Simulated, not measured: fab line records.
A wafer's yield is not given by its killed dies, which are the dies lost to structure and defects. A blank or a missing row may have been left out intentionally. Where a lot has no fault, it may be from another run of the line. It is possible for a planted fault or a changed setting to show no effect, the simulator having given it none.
Which tool is to blame? ; flow gf180mcu ; 13 lots, 39 wafers sampled, at 2 steps of a route of 602

## WHAT THE GAUGES SHOWED, per wafer
GF_VT_IMPLANT_RS_MEAS_49: a four-point-probe measurement.
lot;measured;on;MVPSD_RS (ohm/sq)
L228;day 8 01:53;film-metro-03;1170 1168 1167
L229;day 8 11:08;film-metro-01;1172 1171 1171
L230;day 8 14:00;film-metro-01;1168 1170 1168
L231;day 8 23:46;film-metro-03;1165 1164 1163
L232;day 9 07:24;film-metro-03;1170 1170 1173
L233;day 9 10:38;film-metro-04;1165 1164 1163
L234;day 9 20:11;film-metro-04;1167 1164 1166
L236;day 10 05:09;film-metro-03;1142 1143 1141
L242;day 12 05:08;film-metro-04;1169 1167 1169
L246;day 13 07:10;film-metro-03;1174 1176 1170
L247;day 13 09:37;film-metro-04;1168 1167 1171
L248;day 13 16:19;film-metro-04;1163 1167 1161
L249;day 14 01:05;film-metro-04;1169 1169 1168

## WHAT TOOL EACH LOT RAN ON (gives the tool, then ch and the chambers of the sampled wafers, and finally the start)
lot;GF_MVPSD_IMPLANT_08
L228;implanter-01 ch 0, day 5 11:44
L229;implanter-01 ch 0, day 5 19:41
L230;implanter-02 ch 0, day 5 21:50
L231;implanter-01 ch 0, day 6 06:40
L232;implanter-02 ch 0, day 6 12:37
L233;implanter-01 ch 0, day 6 15:23
L234;implanter-01 ch 0, day 6 23:41
L236;implanter-01 ch 0, day 7 08:41
L242;implanter-02 ch 0, day 9 04:05
L246;implanter-02 ch 0, day 10 02:46
L247;implanter-02 ch 0, day 10 04:58
L248;implanter-02 ch 0, day 10 10:34
L249;implanter-02 ch 0, day 10 18:23
- GF_MVPSD_IMPLANT_08

## WHAT THE TOOLS THEMSELVES READ (means of the sampled wafers that have a number; where no wafer has one, the mark that the record gives instead)
GF_MVPSD_IMPLANT_08.
lot;tool;dose-ions-cm2
L228;implanter-01;1.5011e+13
L229;implanter-01;1.5017e+13
L230;implanter-02;1.4999e+13
L231;implanter-01;1.4999e+13
L232;implanter-02;1.4979e+13
L233;implanter-01;1.5015e+13
L234;implanter-01;1.5010e+13
L236;implanter-01;1.5590e+13
L242;implanter-02;1.5000e+13
L246;implanter-02;1.4996e+13
L247;implanter-02;1.5008e+13
L248;implanter-02;1.5004e+13
L249;implanter-02;1.5006e+13

## THE ANSWER, worked out from the rows above alone
Rule: the usual values come from the lots themselves. Put in order of their means at a reading, lots are off if they are a third of the lots or fewer, leave a main group of 4 or more, and stand apart from it by a gap of 3 or more times the standard deviation of the main group's means; of several such gaps the widest counts. A main group is skipped when, at the precision printed for the reading in the tables above, its means are all equal. A lot without any number at a reading at which 4 lots or more have one is off too. Any other lot the step has rows for is counted as sound. First the gauges in route order, then the tools' own readings, where a lot's mean is used as printed above. The first step at which some lot is off is used, and at that step the reading that is off furthest; a lot without a number counts as furthest.
Off: at GF_VT_IMPLANT_RS_MEAS_49 (MVPSD_RS), L236. For the main group the mean is 1168 ohm/sq and the standard deviation 3.
If a tool, at a process step before that reading, ran all the lots that are off and no sound lot after the first of them, it fits. The gauges at GF_VT_IMPLANT_RS_MEAS_49 aren't tried: what is off there is off at GF_MVPSD_IMPLANT_08 too, on other tools, and a gauge's error can't cause that. One fits: GF_MVPSD_IMPLANT_08 on implanter-01. Its last sound lot is L234 (day 6 23:41), its first lot that is off L236 (day 7 08:41): a fault that began between those two fits.
On the lots that are off, the tool's own readings at GF_MVPSD_IMPLANT_08 differ by more than 5 times the standard deviation of the sound lots' means, which bears it out; dose-ions-cm2 reads 1.5590e+13 there versus 1.5004e+13 on the sound lots.

## WHAT THE SIMULATOR PUT IN
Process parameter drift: implanter-01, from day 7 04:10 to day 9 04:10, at GF_MVPSD_IMPLANT_08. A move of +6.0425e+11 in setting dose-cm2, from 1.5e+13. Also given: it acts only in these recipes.
Shown lots that were struck: L236. Same finding as the rule above.
